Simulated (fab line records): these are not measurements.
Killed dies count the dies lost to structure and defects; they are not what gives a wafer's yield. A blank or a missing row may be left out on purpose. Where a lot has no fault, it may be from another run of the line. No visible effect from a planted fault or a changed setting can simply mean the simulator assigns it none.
Matching of chambers | flow sfqLine | SFQ_TRILAYER_I1_CMP_CMP_046 on cmp-02: 4 sister chambers
The step polishes SiO2. 8 wafers are shown with their chamber, then 8 later ones without.

WAFERS PAIRED WITH THEIR CHAMBERS
wafer  | chamber | motorCurrentA (A) | timeToEndpointS (s)
L410.3 | 0       | 9.6               | 217
L411.5 | 0       | 9.7               | 224
L412.4 | 1       | 11.3              | 219
L421.2 | 2       | 10.8              | 206
L424.4 | 3       | 12.1              | 208
L424.5 | 1       | 11.6              | 211
L424.6 | 2       | 10.2              | 207
L426.3 | 3       | 12.1              | 205

WAFERS WITH NO CHAMBER GIVEN
wafer  | motorCurrentA (A) | timeToEndpointS (s)
L426.2 | 9.8               | 204
L426.4 | 11.2              | 207
L430.3 | 11.2              | 211
L430.5 | 10.2              | 210
L430.6 | 12.3              | 212
L431.4 | 10.4              | 218
L431.5 | 12.1              | 220
L431.6 | 10.3              | 226

CHAMBER TAKEN BY EACH
wafer  | from the rows above          | in truth
L426.2 | can't be placed: 2 or 0      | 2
L426.4 | can't be placed: 1 or 2 or 3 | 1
L430.3 | can't be placed: 1 or 2      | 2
L430.5 | can't be placed: 2 or 0      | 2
L430.6 | can't be placed: 3 or 1      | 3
L431.4 | can't be placed: 2 or 0 or 1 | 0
L431.5 | can't be placed: 1 or 3      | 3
L431.6 | can't be placed: 0 or 2      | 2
Correct placement for 0 of the 8. Cannot be placed on the basis of these rows: 8; the candidates contain the true chamber in 8. 0 placed wrongly.
How it was worked out, from the rows above alone: a wafer's distance from a chamber is the root of the sum, over the readings, of the square of ((its reading less the chamber's mean) divided by the reading's scatter). The wafer belongs to the nearest chamber; if the next one is less than 2 further off, it can't be placed. A chamber's mean is the mean of its shown wafers. The scatter: the root of (the sum of the squares of (reading less its chamber's mean) over the shown wafers, divided by (wafers less chambers)).
